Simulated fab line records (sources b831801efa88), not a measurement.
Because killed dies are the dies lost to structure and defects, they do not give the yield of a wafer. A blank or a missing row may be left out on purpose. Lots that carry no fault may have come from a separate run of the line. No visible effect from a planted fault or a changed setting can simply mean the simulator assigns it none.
Struck lot and sound lot, side by side || flow sky130 || 33 steps out of a route of 708
Sound: wafers L149.4, L149.5, L149.6. Struck: wafer L155.6; the same lot's L155.5 was not struck, so it is left out; see the end for the cause.
Order at every step that has rows: each side's tool, ch and its chambers, its first start. Under that, the readings that differ: sound wafers || struck wafers || difference of the means || sigmas: that difference in standard deviations of wafers without a fault.
alike: words and numbers the same on both sides, and readings whose means are apart by under 2 such deviations; not compared: readings that were withheld, readings missing a value for some wafer, numbers with overlapping values and no deviation given by the record, and bounds like >300 which may hide the same value.
A row with sigmas, a row that says differs or no value, or rows on one side alone: a step with any of these is where the two part. Non-overlapping numbers with no deviation appear without sigmas and do not part them. A reading missing from all wafers of one side parts the sides only when that side holds two or more wafers.

first, 4 steps without rows for these wafers: SKY_LOCAL_INTERCONNECT_SOFTBAKE_07 (time 90 s); SKY_LOCAL_INTERCONNECT_EXPOSE_08 (exposes mask LI1M, target cd 170 nm); SKY_LOCAL_INTERCONNECT_PEB_09; SKY_LOCAL_INTERCONNECT_DEVELOP_10 (develop time 60 s).
SKY_LOCAL_INTERCONNECT_CD_MEAS_11: the cd target is 170 nm.
  sound on cd sem-01 at day 35 11:31; struck on cd sem-01 at day 37 06:26
  alike: cd nm
SKY_LOCAL_INTERCONNECT_OVL_MEAS_12:
  sound on overlay-01 at day 35 11:35; struck on overlay-02 at day 37 06:30
  alike: LOCAL_INTERCONNECT_OVL
SKY_LOCAL_INTERCONNECT_ETCH_13: etches BARC in N2/H2, stops on SiO2, time 45.9 s, target depth 60 nm.
  sound on rie metal-03 ch 0,1, day 35 11:37; struck on rie metal-04 ch 1, day 37 06:33
{"reading": "oes product au (a.u.)", "sound": "0.850 0.867 0.846", "struck": 0.865, "difference": "+0.011", "sigmas": "+2"}
  alike: chamber pressure mTorr, drypump motor current A, throttle valve pct
  not compared: rf hours counter h
SKY_LOCAL_INTERCONNECT_METAL_ETCH_14: etches TiN in Cl2/BCl3, stops on PSG, target depth 110 nm, time 31.4 s.
  sound on rie metal-03 ch 0,1, day 35 11:41; struck on rie metal-04 ch 1, day 37 06:37
  alike: chamber pressure mTorr, drypump motor current A, oes product au, throttle valve pct
  not compared: rf hours counter h
SKY_LOCAL_INTERCONNECT_STRIP_15: strips in O2/N2.
  sound on plasma asher-04 ch 0,1, day 35 11:45; struck on plasma asher-02 ch 1, day 37 06:41
  alike: chamber pressure mTorr, drypump motor current A, oes product au, strip time to endpoint s
  not compared: rf hours counter h
then, 3 steps without rows for these wafers: SKY_LOCAL_INTERCONNECT_STRIP_16 (strips in post etch residue remover, time 1200 s); SKY_LOCAL_INTERCONNECT_CLEAN_17 (cleans in IPA, time 180 s); SKY_LOCAL_INTERCONNECT_CLEAN_18 (cleans in O3/DIW).
SKY_CONTACT_CVD_00: deposits Si3N4, target thk 75 nm.
  sound on pecvd-03 ch 0,1,2, day 35 12:23; struck on pecvd-01 ch 2, day 37 07:19
{"reading": "model.Si3N4_of_CONTACT_CVD_00.thk nm (nm)", "sound": "77.33 76.94 76.85", "struck": 62.23, "difference": -14.81, "sigmas": ""}
  alike: heater power w
  not compared: susceptor temp C
SKY_CONTACT_THK_MEAS_01:
  sound on film metro-01 at day 35 12:26; struck on film metro-01 at day 37 07:22
{"reading": "CONTACT_CVD_00_THK (nm)", "sound": "77.3 76.9 76.9", "struck": 62.3, "difference": -14.7, "sigmas": -13}
then, 1 step without rows for these wafers: SKY_CONTACT_HDPCVD_02 (deposits SiO2, target thk 565 nm, time 94.2 s).
SKY_CONTACT_THK_MEAS_03:
  sound on film metro-03 at day 35 12:34; struck on film metro-01 at day 37 07:30
  alike: CONTACT_HDPCVD_THK
then, 1 step without rows for these wafers: SKY_CONTACT_CMP_04 (polishes SiO2).
SKY_CONTACT_BOW_MEAS_05:
  sound on film metro-01 at day 35 12:57; struck on film metro-03 at day 37 08:04
  alike: CONTACT_BOW
then, 8 steps without rows for these wafers: SKY_CONTACT_DEHYDRATE_06 (time 60 s); SKY_CONTACT_HMDS_07 (prime time 60 s); SKY_CONTACT_COAT_08 (resist thk 60 nm); SKY_CONTACT_COAT_09 (resist thk 450 nm); SKY_CONTACT_SOFTBAKE_10 (time 90 s); SKY_CONTACT_EXPOSE_11 (exposes mask CTM1, target cd 170 nm); SKY_CONTACT_PEB_12; SKY_CONTACT_DEVELOP_13 (develop time 60 s).
SKY_CONTACT_CD_MEAS_14: the cd target is 170 nm.
  sound on cd sem-01 at day 36 14:56; struck on cd sem-01 at day 38 09:02
  alike: cd nm
SKY_CONTACT_OVL_MEAS_15:
  sound on overlay-01 at day 36 15:01; struck on overlay-01 at day 38 09:06
  alike: CONTACT_OVL
SKY_CONTACT_ETCH_16: etches BARC in N2/H2, stops on SiO2, time 45.9 s, target depth 60 nm.
  sound on rie diel-01 ch 0,1,2, day 36 15:02; struck on rie diel-01 ch 3, day 38 09:08
  alike: chamber pressure mTorr, drypump motor current A, oes product au, throttle valve pct
  not compared: rf hours counter h
then, 1 step without rows for these wafers: SKY_CONTACT_ETCH_17 (etches SiO2 in C4F8/O2/Ar, stops on Si3N4, target depth 340 nm).
SKY_CONTACT_ETCH_18: etches Si3N4 in CHF3/O2, stops on TiN, time 39 s, target depth 75 nm.
  sound: rie diel-01 ch 0,1,2; struck: rie diel-01 ch 3
{"reading": "oes product au (a.u.)", "sound": "0.869 0.876 0.872", "struck": 0.772, "difference": -0.100, "sigmas": -12}
{"reading": "throttle valve pct (%)", "sound": "8.790 8.790 8.782", "struck": 8.765, "difference": -0.022, "sigmas": -2}
{"reading": "model.etch.depth nm (nm)", "sound": "77.33 76.94 76.85", "struck": 62.23, "difference": -14.81, "sigmas": ""}
  alike: chamber pressure mTorr, drypump motor current A
  not compared: rf hours counter h
SKY_CONTACT_STRIP_19: strips in O2/N2.
  sound on plasma asher-03 ch 0,1, day 36 15:12; struck on plasma asher-01 ch 1, day 38 09:19
  alike: chamber pressure mTorr, drypump motor current A, oes product au, strip time to endpoint s
  not compared: rf hours counter h
following that, these wafers have no rows for 1 step: SKY_PAD_OPEN_PROBE_99.

== WHERE THEY PART ==
Last at SKY_CONTACT_ETCH_18 as far as this record goes, first at SKY_LOCAL_INTERCONNECT_ETCH_13. Later steps at which nothing parts them and some readings are alike: SKY_CONTACT_STRIP_19.

WHY: what the simulator had put in
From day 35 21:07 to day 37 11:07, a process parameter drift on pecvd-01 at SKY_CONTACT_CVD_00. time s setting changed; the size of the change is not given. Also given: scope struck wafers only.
